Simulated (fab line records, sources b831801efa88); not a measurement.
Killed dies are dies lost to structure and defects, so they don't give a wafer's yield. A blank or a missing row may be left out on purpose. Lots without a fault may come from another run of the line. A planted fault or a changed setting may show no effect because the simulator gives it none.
A struck lot beside a sound one | flow sky130 | 15 steps out of a route of 708
Sound: wafers L557.3, L557.5, L557.6. Struck: wafers L565.4, L565.5, L565.6. The cause comes at the end.
At each step with rows: each side's tool, then ch and its chambers, then its first start. Under that, the readings that differ: sound wafers | struck wafers | difference of the means | sigmas: that difference in standard deviations of wafers without a fault.
alike: readings whose means differ by less than 2 such deviations, and words and numbers that are the same on both sides. not compared: withheld readings, readings that some wafer has no value for, bounds like >300 that may hide the same value, and numbers for which the record gives no deviation and whose values overlap.
The two part at a step that has a row with sigmas, a row that says differs or no value, or rows on one side only. Numbers that don't overlap but have no deviation are shown without sigmas and don't part them. A reading that every wafer of one side lacks parts them only if that side has two wafers or more.

first, 7 steps without rows for these wafers: SKY_LDD_N_DEHYDRATE_00 (time 60 s); SKY_LDD_N_HMDS_01 (prime time 60 s); SKY_LDD_N_COAT_02 (resist thk 300 nm); SKY_LDD_N_SOFTBAKE_03 (time 60 s); SKY_LDD_N_EXPOSE_04 (exposes mask NTM, target cd 840 nm); SKY_LDD_N_PEB_05; SKY_LDD_N_DEVELOP_06 (develop time 60 s).
SKY_LDD_N_OVL_MEAS_07:
  sound on overlay-02, day 20 16:59; struck on overlay-01, day 23 22:45
  alike: LDD_N_OVL
then, 4 steps without rows for these wafers: SKY_LDD_N_IMPLANT_08; SKY_LDD_N_IMPLANT_09; SKY_LDD_N_IMPLANT_10; SKY_LDD_N_IMPLANT_11.
SKY_LDD_N_IMPLANT_12:
  sound on implanter-01 ch 0, day 20 17:39; struck on implanter-02 ch 0, day 23 23:26
  reading                   | sound                | struck               | difference | sigmas
  beam_energy_keV           | 50.017 50.040 50.026 | 29.480 29.478 29.493 | -20.544    | -99 or more
  model.implant.rp_nm (nm)  | 33.23 33.23 33.23    | 20.37 20.37 20.37    | -12.86     |
  model.implant.drp_nm (nm) | 18.83 18.83 18.83    | 12.95 12.95 12.95    | -5.88      |
then, 1 step without rows for these wafers: SKY_LDD_N_IMPLANT_13.
-- the record jumps here: 26 days lie between the struck wafers' starts before and after (it left off in module LDD_N and takes up again in module PAD_OPEN, whose first step shown is number 708 of the route) --
SKY_PAD_OPEN_PROBE_99:
  sound on prober-01, day 47 18:07; struck on prober-01, day 49 16:40
  reading                                 | sound                | struck               | difference | sigmas
  model.etest.nfet_01v8_lvt.vt_sat_v (V)  | 0.5267 0.5245 0.5227 | 0.4781 0.4833 0.5011 | -0.0371    |
  model.etest.sram_nfet_pass.vt_sat_v (V) | 0.5912 0.5653 0.5669 | 0.5037 0.5361 0.52   | -0.0545    |
  model.etest.nfet_01v8.vt_sat_v (V)      | 0.6345 0.637 0.6351  | 0.6041 0.6049 0.625  | -0.0242    |
  alike: killed_at_M0_to_M3, killed_at_M4_up, killed_at_contacts, killed_at_front_end, killed_at_other, killed_dies, killed_on_rim, killed_open, killed_short
  not compared: model.etest.nfet_01v8_lvt.vt_v, model.etest.nfet_01v8.vt_v, model.etest.nfet_01v8_swapped.vt_v

WHERE THEY PART
Only at SKY_LDD_N_IMPLANT_12, within this record. Later steps at which nothing parts them and some readings are alike: SKY_PAD_OPEN_PROBE_99.

WHY: what the simulator had put in
Process parameter drift: implanter-02, from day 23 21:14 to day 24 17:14, at SKY_LDD_N_IMPLANT_12. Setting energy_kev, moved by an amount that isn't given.
